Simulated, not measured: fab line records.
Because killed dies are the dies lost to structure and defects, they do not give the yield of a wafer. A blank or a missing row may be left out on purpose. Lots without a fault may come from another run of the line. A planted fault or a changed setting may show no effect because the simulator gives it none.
fab line records ; flow sfq-line
[record] lots = 15; wafers = 44; last-day = 95
route steps=325 shown JJ@193 R5@221 I5@236
lots with no fault: from the same line, run without faults
start-h: the number of hours between the record's first day and the start of the first shown wafer of the lot ; wait-h: how many hours have passed since the lot's step before this one ; " the same as in the row above ; L1.1+2: several wafers, shown together as one row ; - no value, or no start given ; * or withheld: withheld ; < > ~ a bound
route shown NAME@n: a module of which the file shows steps, and the number in the route of the first ; usual: the fault-free wafers' mean and standard deviation ; same: alike in all rows ; chamber/n: place in a boat ; sites: each site's reading ; _std_site: the standard deviation of these ; _edge_site: inner sites' mean taken away from outer sites' mean ; radius-mm: for every site, how far away it sits from the centre of the wafer ; mask NAME#n: copy n ; behind: the most recent tool/chamber to have shaped the wafer ; hold: why the lot was held/for how many hours/how that ended ; device: the n, p or np transistor that did not switch ; end of line: at the end of the route, the tests of the same wafers ; step lacking rows: just its recipe ; killed: not the wafer's yield, but the dies lost to structure and defects at the first sort ; map: dies across one wafer; x = killed, . = not, _ = none there
set.NAME: the setting the step ran with; set.NAME@STEP: the setting that earlier step ran with ; model.NAME: the simulator's own value behind a step, which no gauge read
one table for each step of the route and one row for each wafer, over a sample of lots
services: from which hour (start-h, from the record's first day; less than 0 if before it) a tool's chamber was out of use, for how many hours, and why
[[steps]]
[step SFQ_TRILAYER_JJ_CE_BARC_OPEN_RIE_150]
[recipe] mask-material = PR; chemistry = O2; target-depth-nm = 240; target = BARC; icp-w = 600; bias-w = 80; pressure-mtorr = 10; time-s = 80
[usual] drypump-motor-current-A = 5.6/0.35; oes-product-au = 0.538/0.0044; rf-fwd-power-W = 595.9/2.7
lot.wafer;tool;chamber;start-h;wait-h;drypump-motor-current-A;oes-product-au;rf-fwd-power-W;rf-hours-counter-h
L821.1;rie-metal-02;0;1413.13;1.0;5.3;0.532;596.6;48
L821.4;rie-metal-02;0;1413.13;1.0;5.3;0.544;595.1;-
L821.5;rie-metal-02;0;1413.13;1.0;5.3;0.538;597.4;-
L822.1;rie-metal-02;1;1423.93;1.0;6.4;0.538;599.5;10
L822.4;rie-metal-02;0;1423.93;1.0;5.3;0.542;598.2;-
L822.6;rie-metal-02;1;1423.93;1.0;6.5;0.535;599.0;-
L823.1;rie-metal-01;1;1538.50;1.0;5.4;0.542;593.7;2
L823.4;rie-metal-01;0;1538.50;1.0;5.4;0.537;599.8;-
L823.6;rie-metal-01;0;1538.50;1.0;5.4;0.540;598.4;-
L824.1;rie-metal-03;1;1544.50;1.0;5.8;0.542;593.3;29
L824.3;rie-metal-03;1;1544.50;1.0;5.8;0.546;592.0;-
L824.5;rie-metal-03;1;1544.50;1.0;5.8;0.532;593.3;-
L826.4;rie-metal-03;0;1562.66;0.4;5.5;0.533;599.3;-
L826.5;rie-metal-03;1;1562.66;0.4;5.8;0.541;592.6;-
L826.6;rie-metal-03;0;1562.66;0.4;5.5;0.542;597.4;-
L827.1;rie-metal-03;0;1571.15;1.0;5.5;0.532;598.2;58
L827.3;rie-metal-03;1;1571.15;1.0;5.8;0.536;592.9;-
L827.5;rie-metal-03;1;1571.15;1.0;5.8;0.528;594.6;-
L828.3;rie-metal-03;0;1623.03;0.6;5.5;0.543;598.4;-
L828.4;rie-metal-03;1;1623.03;0.6;5.8;0.543;592.8;-
L828.6;rie-metal-03;0;1623.03;0.6;5.5;0.534;596.9;-
L829.2;rie-metal-03;0;1625.40;0.8;5.5;0.543;598.1;64
L829.5;rie-metal-03;0;1625.40;0.8;5.5;0.524;598.0;-
L829.6;rie-metal-03;1;1625.40;0.8;5.8;0.541;595.7;-
L830.2;rie-metal-02;1;1631.40;0.8;6.5;0.539;597.5;31
L830.3;rie-metal-02;0;1631.40;0.8;5.3;0.530;593.5;-
L830.6;rie-metal-02;1;1631.40;0.8;6.5;0.538;597.9;-
L831.1;rie-metal-03;1;1638.48;1.0;5.8;0.537;590.5;39
L831.2;rie-metal-03;0;1638.48;1.0;5.5;0.542;596.8;66
L831.3;rie-metal-03;0;1638.48;1.0;5.5;0.537;594.0;-
L832.1;rie-metal-03;1;1639.68;1.0;5.8;0.538;594.3;39
L832.2;rie-metal-03;0;1639.68;1.0;5.5;0.539;596.9;66
L832.3;rie-metal-03;0;1639.68;1.0;5.5;0.541;598.1;-
L833.1;rie-metal-01;0;1647.85;1.0;5.4;0.540;595.7;77
L833.4;rie-metal-01;1;1647.85;1.0;5.4;0.539;599.2;-
L833.5;rie-metal-01;1;1647.85;1.0;5.4;0.543;599.8;-
L835.5;rie-metal-01;1;1662.02;0.3;5.4;0.547;597.8;-
L835.6;rie-metal-01;0;1662.02;0.3;5.4;0.541;596.5;-
L842.2;rie-metal-02;0;1697.96;0.8;5.3;0.543;595.3;86
L842.3;rie-metal-02;0;1697.96;0.8;5.3;0.541;599.2;-
L842.4;rie-metal-02;1;1697.96;0.8;6.5;0.537;597.4;-
L844.2;rie-metal-03;1;1703.96;0.8;5.8;0.540;594.1;48
L844.4;rie-metal-03;0;1703.96;0.8;5.5;0.531;597.9;-
L844.5;rie-metal-03;0;1703.96;0.8;5.5;0.534;600.5;-
[step SFQ_TRILAYER_R5_LITHO_PEB_139]
[recipe] peb-temp-c = 115; peb-time-s = 60; resist = KrF
[usual] chill-plate-temp-C = 22.99/0.11; heater-power-total-W = 79.15/0.066
lot.wafer;tool;chamber;start-h;wait-h;chill-plate-temp-C;heater-power-total-W
L821.1;litho-track-03;0;1535.77;1.0;22.98;79.17
L821.4;litho-track-03;0;1535.77;1.0;23.02;79.18
L821.5;litho-track-03;0;1535.77;1.0;23.08;78.98
L822.1;litho-track-01;0;1537.09;1.0;22.95;79.26
L822.4;litho-track-01;0;1537.09;1.0;23.00;79.18
L822.6;litho-track-01;0;1537.09;1.0;22.98;79.14
L823.1;litho-track-03;0;1567.87;1.0;23.04;79.06
L823.4;litho-track-03;0;1567.87;1.0;23.01;79.12
L823.6;litho-track-03;0;1567.87;1.0;23.09;79.15
L824.1;litho-track-01;0;1663.60;1.0;22.94;79.21
L824.3;litho-track-01;0;1663.60;1.0;22.75;79.18
L824.5;litho-track-01;0;1663.60;1.0;22.73;79.26
L826.4;litho-track-01;0;1684.75;0.5;23.13;79.10
L826.5;litho-track-01;0;1684.75;0.5;23.04;79.03
L826.6;litho-track-01;0;1684.75;0.5;22.95;79.10
L827.1;litho-track-02;0;1693.67;1.0;22.89;79.08
L827.3;litho-track-02;0;1693.67;1.0;22.90;79.12
L827.5;litho-track-02;0;1693.67;1.0;23.05;79.16
L828.3;litho-track-03;0;1736.53;0.7;22.99;79.25
L828.4;litho-track-03;0;1736.53;0.7;22.85;79.10
L828.6;litho-track-03;0;1736.53;0.7;23.00;79.16
L829.2;litho-track-02;0;1741.31;0.8;23.03;79.25
L829.5;litho-track-02;0;1741.31;0.8;22.93;79.11
L829.6;litho-track-02;0;1741.31;0.8;23.03;79.15
L830.2;litho-track-01;0;1743.71;0.8;23.03;79.02
L830.3;litho-track-01;0;1743.71;0.8;23.12;79.25
L830.6;litho-track-01;0;1743.71;0.8;23.06;79.29
L831.1;litho-track-01;0;1753.28;1.0;22.99;79.19
L831.2;litho-track-01;0;1753.28;1.0;23.30;79.17
L831.3;litho-track-01;0;1753.28;1.0;23.12;79.17
L832.1;litho-track-01;0;1756.88;1.0;23.01;80.52
L832.2;litho-track-01;0;1756.88;1.0;23.17;79.15
L832.3;litho-track-01;0;1756.88;1.0;22.97;79.13
L833.1;litho-track-01;0;1770.35;1.0;22.92;80.34
L833.4;litho-track-01;0;1770.35;1.0;22.91;79.16
L833.5;litho-track-01;0;1770.35;1.0;22.99;80.49
L835.5;litho-track-01;0;1784.85;0.3;23.12;80.55
L835.6;litho-track-01;0;1784.85;0.3;22.90;79.20
L842.2;litho-track-02;0;1808.26;0.8;22.90;79.15
L842.3;litho-track-02;0;1808.26;0.8;23.02;79.25
L842.4;litho-track-02;0;1808.26;0.8;22.90;79.05
L844.2;litho-track-03;0;1816.67;0.8;23.01;79.15
L844.4;litho-track-03;0;1816.67;0.8;23.08;79.14
L844.5;litho-track-03;0;1816.67;0.8;23.08;79.21
[step SFQ_TRILAYER_I5_BARC_OPEN_VIA_ETCH_200]
[recipe] mask-material = PR; chemistry = O2; target-depth-nm = 125; target = BARC; source-w = 500; bias-w = 80; pressure-mtorr = 30; time-s = 41.7
[usual] drypump-motor-current-A = 5.3/0.35; oes-product-au = 0.685/0.0045; rf-fwd-power-W = 494.7/1.7
lot.wafer;tool;chamber;start-h;wait-h;drypump-motor-current-A;oes-product-au;rf-fwd-power-W;rf-hours-counter-h
L821.1;rie-diel-02;3;1645.45;0.0;4.9;0.676;493.9;4
L821.4;rie-diel-02;0;1645.45;0.0;5.6;0.686;497.0;16
L821.5;rie-diel-02;3;1645.45;0.0;4.9;0.680;494.3;-
L822.1;rie-diel-04;3;1647.85;0.0;5.5;0.683;495.8;10
L822.4;rie-diel-04;1;1647.85;0.0;5.9;0.682;494.0;5
L822.6;rie-diel-04;1;1647.85;0.0;5.9;0.685;496.7;-
L823.1;rie-diel-03;2;1649.92;0.0;5.7;0.676;496.7;15
L823.4;rie-diel-03;0;1649.92;0.0;5.6;0.674;494.5;7
L823.6;rie-diel-03;1;1649.92;0.0;5.6;0.690;495.7;-
L824.1;rie-diel-02;1;1667.26;0.0;4.8;0.688;494.6;0
L824.3;rie-diel-02;3;1667.26;0.0;4.9;0.680;492.1;4
L824.5;rie-diel-02;2;1667.26;0.0;5.0;0.680;496.5;-
L826.4;rie-diel-03;0;1688.23;0.0;5.5;0.684;496.3;7
L826.5;rie-diel-03;3;1688.23;0.0;5.3;0.685;494.1;-
L826.6;rie-diel-03;2;1688.23;0.0;5.7;0.686;493.1;-
L827.1;rie-diel-02;1;1697.22;0.0;4.9;0.683;491.6;1
L827.3;rie-diel-02;3;1697.22;0.0;4.9;0.685;494.9;4
L827.5;rie-diel-02;2;1697.22;0.0;5.0;0.689;494.2;-
L828.3;rie-diel-03;2;1742.82;0.0;5.7;0.688;497.4;17
L828.4;rie-diel-03;0;1742.82;0.0;5.6;0.686;494.7;8
L828.6;rie-diel-03;3;1742.82;0.0;5.3;0.685;491.4;-
L829.2;rie-diel-04;3;1746.42;0.0;5.4;0.683;496.4;12
L829.5;rie-diel-04;1;1746.42;0.0;5.9;0.689;494.8;-
L829.6;rie-diel-04;0;1746.42;0.0;5.0;0.691;494.3;-
L830.2;rie-diel-02;0;1751.22;0.0;5.6;0.688;496.6;17
L830.3;rie-diel-02;3;1751.22;0.0;4.9;0.680;493.5;5
L830.6;rie-diel-02;2;1751.22;0.0;5.0;0.684;494.8;-
L831.1;rie-diel-03;2;1768.29;0.0;5.7;0.683;493.6;17
L831.2;rie-diel-03;1;1768.29;0.0;5.6;0.696;492.9;20
L831.3;rie-diel-03;0;1768.29;0.0;5.5;0.678;495.3;9
L832.1;rie-diel-04;0;1769.49;0.0;5.0;0.686;493.5;16
L832.2;rie-diel-04;3;1769.49;0.0;5.5;0.678;497.2;12
L832.3;rie-diel-04;1;1769.49;0.0;5.9;0.686;494.9;8
L833.1;rie-diel-03;2;1856.58;0.0;5.7;0.680;493.3;18
L833.4;rie-diel-03;0;1856.58;0.0;5.6;0.680;492.8;10
L833.5;rie-diel-03;3;1856.58;0.0;5.3;0.685;491.5;-
L835.5;rie-diel-02;2;1880.60;0.0;5.0;0.680;494.0;-
L835.6;rie-diel-02;3;1880.60;0.0;4.9;0.683;494.0;-
L842.2;rie-diel-04;0;1907.10;0.0;5.0;0.683;495.3;17
L842.3;rie-diel-04;1;1907.10;0.0;5.8;0.685;494.4;9
L842.4;rie-diel-04;3;1907.10;0.0;5.4;0.685;494.8;14
L844.2;rie-diel-03;1;1915.50;0.0;5.6;0.691;496.1;0
L844.4;rie-diel-03;3;1915.50;0.0;5.3;0.682;492.0;-
L844.5;rie-diel-03;2;1915.50;0.0;5.7;0.685;492.4;-
[step SFQ_TRILAYER_I5_ETCH_VIA_ETCH_147]
[recipe] stop-on = Nb; mask-material = PR; chemistry = CHF3; target-depth-nm = 360; source-w = 500; bias-w = 80; pressure-mtorr = 30; time-s = withheld
[usual] drypump-motor-current-A = 5.3/0.36; oes-product-au = 0.989/0.0069; rf-fwd-power-W = 498.7/1.5
lot.wafer;tool;chamber;start-h;wait-h;drypump-motor-current-A;oes-product-au;rf-fwd-power-W
L821.1;rie-diel-02;3;1645.49;0.0;4.9;0.977;499.3
L821.4;rie-diel-02;0;1645.49;0.0;5.6;0.987;498.7
L821.5;rie-diel-02;3;1645.49;0.0;4.9;0.983;498.1
L822.1;rie-diel-04;3;1647.89;0.0;5.4;0.976;499.1
L822.4;rie-diel-04;1;1647.89;0.0;5.9;0.988;501.3
L822.6;rie-diel-04;1;1647.89;0.0;5.9;0.991;499.1
L823.1;rie-diel-03;2;1649.96;0.0;5.7;0.977;499.0
L823.4;rie-diel-03;0;1649.96;0.0;5.6;0.982;500.3
L823.6;rie-diel-03;1;1649.96;0.0;5.6;0.993;498.4
L824.1;rie-diel-02;1;1667.30;0.0;4.9;0.991;498.3
L824.3;rie-diel-02;3;1667.30;0.0;4.9;0.986;497.8
L824.5;rie-diel-02;2;1667.30;0.0;5.0;0.994;499.7
L826.4;rie-diel-03;0;1688.27;0.0;5.6;0.992;499.5
L826.5;rie-diel-03;3;1688.27;0.0;5.2;0.978;496.5
L826.6;rie-diel-03;2;1688.27;0.0;5.7;0.974;497.5
L827.1;rie-diel-02;1;1697.25;0.0;4.9;0.994;497.9
L827.3;rie-diel-02;3;1697.25;0.0;4.9;0.993;499.3
L827.5;rie-diel-02;2;1697.25;0.0;5.0;0.993;499.3
L828.3;rie-diel-03;2;1742.86;0.0;5.7;1.007;498.5
L828.4;rie-diel-03;0;1742.86;0.0;5.6;0.992;499.4
L828.6;rie-diel-03;3;1742.86;0.0;5.3;0.986;498.1
L829.2;rie-diel-04;3;1746.46;0.0;5.5;0.983;497.5
L829.5;rie-diel-04;1;1746.46;0.0;5.8;0.996;500.1
L829.6;rie-diel-04;0;1746.46;0.0;5.0;0.980;498.3
L830.2;rie-diel-02;0;1751.26;0.0;5.6;0.989;499.0
L830.3;rie-diel-02;3;1751.26;0.0;4.9;0.987;501.1
L830.6;rie-diel-02;2;1751.26;0.0;5.0;0.993;499.8
L831.1;rie-diel-03;2;1768.33;0.0;5.7;0.982;499.3
L831.2;rie-diel-03;1;1768.33;0.0;5.6;0.993;497.3
L831.3;rie-diel-03;0;1768.33;0.0;5.6;0.992;496.9
L832.1;rie-diel-04;0;1769.53;0.0;5.0;0.987;496.7
L832.2;rie-diel-04;3;1769.53;0.0;5.5;0.987;500.0
L832.3;rie-diel-04;1;1769.53;0.0;5.9;0.992;498.0
L833.1;rie-diel-03;2;1856.62;0.0;5.7;0.983;498.6
L833.4;rie-diel-03;0;1856.62;0.0;5.6;0.995;501.0
L833.5;rie-diel-03;3;1856.62;0.0;5.3;0.977;499.6
L835.5;rie-diel-02;2;1880.69;0.1;5.0;0.989;497.0
L835.6;rie-diel-02;3;1880.69;0.1;4.9;0.984;497.6
L842.2;rie-diel-04;0;1907.14;0.0;5.0;0.992;497.3
L842.3;rie-diel-04;1;1907.14;0.0;5.9;0.990;501.2
L842.4;rie-diel-04;3;1907.14;0.0;5.4;0.987;500.3
L844.2;rie-diel-03;1;1915.54;0.0;5.6;0.992;501.6
L844.4;rie-diel-03;3;1915.54;0.0;5.2;0.983;498.7
L844.5;rie-diel-03;2;1915.54;0.0;5.7;0.989;496.3
[[services]]
tool;chamber;start-h;hours;kind
rie-diel-04;2;1421.83;13.2;repair
rie-diel-02;-;1424.58;0.5;repair
rie-diel-04;1;1427.67;1.9;repair
rie-diel-02;3;1476.34;12.3;repair
rie-metal-03;0;1479.20;11.8;repair
rie-diel-02;0;1520.36;6.7;repair
rie-diel-03;-;1546.88;2.8;pm
rie-diel-02;-;1552.60;14.6;pm
rie-diel-04;1;1606.09;6.3;repair
rie-diel-03;1;1611.66;9.7;repair
rie-diel-04;3;1677.75;22.3;repair
rie-diel-04;0;1684.81;13.6;repair
rie-diel-03;1;1710.62;4.7;repair
rie-diel-02;1;1746.07;10.6;repair
rie-metal-03;-;1758.16;2.8;pm
rie-diel-02;-;1765.66;0.4;repair
rie-diel-04;-;1782.91;1.2;repair
rie-diel-03;-;1810.53;0.3;repair
rie-diel-02;3;1821.16;8.9;repair
rie-diel-02;1;1829.93;1.8;repair
rie-diel-02;2;1835.37;2.3;repair
rie-diel-04;0;1864.98;4.3;repair
rie-diel-02;0;1877.48;3.1;repair
rie-diel-03;0;1905.83;11.0;repair
[[key]]
[first-sign] step = SFQ_TRILAYER_R5_LITHO_PEB_139; reading = heater-power-total-W; direction = up; sigmas = 20; usual = 79.15; struck = 80.48
effect none on later readings
met-at SFQ_TRILAYER_R5_LITHO_PEB_139
struck-lots L832,L833,L835
struck-wafers L832.1,L833.1,L833.5,L835.5
not-acting-at SFQ_TRILAYER_JJ_CE_BARC_OPEN_RIE_150,SFQ_TRILAYER_I5_BARC_OPEN_VIA_ETCH_200,SFQ_TRILAYER_I5_ETCH_VIA_ETCH_147
onset-between 1753.28 1756.88
[fault] kind = process-parameter-drift; tool = litho-track-01; chamber = -; onset-h = 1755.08; steps = SFQ_TRILAYER_R5_LITHO_PEB_139; channel = peb-time-s; offset = *; shape = step; end-h = 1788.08; scope = struck-wafers-only; acts-in = *; stated = *
